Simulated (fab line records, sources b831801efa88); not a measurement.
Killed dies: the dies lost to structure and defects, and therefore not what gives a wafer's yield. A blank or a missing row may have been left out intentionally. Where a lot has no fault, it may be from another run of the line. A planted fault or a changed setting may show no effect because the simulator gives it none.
2 desks looking at one fault / flow sfq-line / numbers are kept per desk, each desk with only its own; the story behind them comes last

AT THE METROLOGY DESK
Means of the sampled wafers that have a number, per lot and without regard to the tool the lot ran on: this is what the gauges read. The brackets show how far a lot's mean lies from the usual mean; more than 4 standard deviations puts the lot out of limits, marked OUT.
Columns: A = M7_OVL at SFQ_M7_OVL_MEAS_945, usual -2 nm
lot=L744; first seen here=day 67 18:26; A=-8
lot=L746; first seen here=day 69 12:02; A=-9
lot=L749; first seen here=day 73 03:47; A=-8
lot=L753; first seen here=day 75 02:10; A=-15
lot=L755; first seen here=day 75 05:46; A=6
lot=L758; first seen here=day 76 12:55; A=-6
lot=L759; first seen here=day 76 17:42; A=-5
lot=L761; first seen here=day 77 01:04; A=0
lot=L762; first seen here=day 77 03:28; A=0
lot=L763; first seen here=day 78 17:42; A=-3
lot=L764; first seen here=day 78 22:30; A=6
lot=L765; first seen here=day 79 13:10; A=2
lot=L766; first seen here=day 79 14:21; A=-2
lot=L767; first seen here=day 79 15:33; A=-4
Finding of this desk: none of the 14 lots has anything out of limits.

THE TOOL OWNER'S DESK: rie-diel-03
The tool's own readings at SFQ_TRILAYER_I4_VIA_BARC_OPEN_VIA_ETCH_146 (etches BARC in O2, target depth 125 nm, time 41.7 s): means of the sampled wafers that have a number, for each lot that ran on this tool. The brackets show how far a lot's mean lies from the usual mean; more than 4 standard deviations puts the lot out of limits, marked OUT.
Columns: A = bias-w at SFQ_TRILAYER_I4_VIA_BARC_OPEN_VIA_ETCH_146, usual 79.99 W; B = drypump-motor-current-A at SFQ_TRILAYER_I4_VIA_BARC_OPEN_VIA_ETCH_146, usual 5.7 A; C = oes-product-au at SFQ_TRILAYER_I4_VIA_BARC_OPEN_VIA_ETCH_146, usual 0.685 a.u.
lot=L753; first seen here=day 57 08:56; A=78.46 (-6.6) OUT; B=5.9; C=0.687
lot=L755; first seen here=day 57 20:56; A=78.66 (-5.8) OUT; B=5.7; C=0.684
lot=L762; first seen here=day 61 01:07; A=79.97; B=5.7; C=0.685
lot=L763; first seen here=day 62 09:31; A=79.93; B=5.9; C=0.691
lot=L766; first seen here=day 63 03:31; A=80.04; B=5.6; C=0.683
lot=L767; first seen here=day 63 14:17; A=79.86; B=5.8; C=0.684
This desk finds L753, L755 out of limits, L753 being first, at day 57 08:56 (bias-w at SFQ_TRILAYER_I4_VIA_BARC_OPEN_VIA_ETCH_146). In limits: L762, L763, L766, L767.

TAKEN TOGETHER
On L753, L755, at day 57 08:56, an alarm was possible from the tool owner's desk.
At the metrology desk, nothing out of limits was observed.
The metrology desk holds a record of L753, L755, inside its limits.
SFQ_TRILAYER_I4_VIA_BARC_OPEN_VIA_ETCH_146 was run on rie-diel-03 by each of the lots named.

WHAT THE SIMULATOR PUT IN
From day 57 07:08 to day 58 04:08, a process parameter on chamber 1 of rie-diel-03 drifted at SFQ_TRILAYER_I4_VIA_BARC_OPEN_VIA_ETCH_146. Setting bias-w shifted by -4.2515 from 80. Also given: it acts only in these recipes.
Lots struck among those shown: L753, L755.
Hours from the fault's start to each desk's first reading out of limits: the tool owner's desk, 2.
